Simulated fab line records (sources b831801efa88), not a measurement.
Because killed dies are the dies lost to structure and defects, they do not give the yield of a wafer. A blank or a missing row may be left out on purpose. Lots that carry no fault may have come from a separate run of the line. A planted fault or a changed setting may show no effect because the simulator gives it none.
Which tool was responsible? | flow gf180mcu | Sampling: 6 lots, 18 wafers, 4 of 602 route steps

WHAT EACH GAUGE READ, for each wafer
GF_PASSIVATION_THK_MEAS_03.
lot  | measured     | on            | PASSIVATION_CVD_02_THK (nm)
L907 | day 28 16:56 | film metro-03 | 686 681 685
L910 | day 29 12:20 | film metro-04 | 684 695 704
L912 | day 30 02:40 | film metro-03 | 696 710 707
L914 | day 30 20:18 | film metro-03 | 700 715 708
L918 | day 31 19:11 | film metro-04 | 690 697 705
L921 | day 32 16:03 | film metro-01 | 681 693 693

EACH LOT AND THE TOOL THAT RAN IT (in order: tool; ch and the chambers of the sampled wafers; start)
lot  | GF_M4_STRIP_17                       | GF_TOP_METAL_SPUTTER_01      | GF_TOP_METAL_SPUTTER_03
L907 | plasma asher-02 ch 0,1, day 24 02:15 | pvd sputter-01, day 27 20:26 | pvd sputter-01, day 27 20:31
L910 | plasma asher-03 ch 0,1, day 24 23:33 | pvd sputter-02, day 28 16:13 | pvd sputter-02, day 28 16:17
L912 | plasma asher-01 ch 0,1, day 25 14:36 | pvd sputter-04, day 29 06:26 | pvd sputter-04, day 29 06:30
L914 | plasma asher-03 ch 0,1, day 26 11:52 | pvd sputter-01, day 30 00:53 | pvd sputter-01, day 30 00:58
L918 | plasma asher-02 ch 0,1, day 27 12:45 | pvd sputter-04, day 31 00:22 | pvd sputter-04, day 31 00:26
L921 | plasma asher-02 ch 0,1, day 28 13:28 | pvd sputter-01, day 31 21:56 | pvd sputter-01, day 31 22:01
- GF_M4_STRIP_17: strips in O2/N2.
- GF_TOP_METAL_SPUTTER_01: material TiN, target thk 30 nm, time 25 s.
- GF_TOP_METAL_SPUTTER_03: material Ti, target thk 5 nm, time 3.3 s.

THE ANSWER, worked out from the rows above alone
Rule: the usual values come from the lots themselves. The widest of any qualifying gaps counts: lots, ordered by their means at a reading, are off when they make up no more than a third of the lots, leave a main group of 4 or more, and stand apart from it by 3 or more times the standard deviation of that group's means. A main group whose means are all the same, to the digits that the tables above print for the reading, isn't used. A lot without any number at a reading at which 4 lots or more have one is off too. All remaining lots with rows at the step are treated as sound.
No lot is off at any reading shown: from this, nothing can be told.

WHAT WAS PUT IN BY THE SIMULATOR
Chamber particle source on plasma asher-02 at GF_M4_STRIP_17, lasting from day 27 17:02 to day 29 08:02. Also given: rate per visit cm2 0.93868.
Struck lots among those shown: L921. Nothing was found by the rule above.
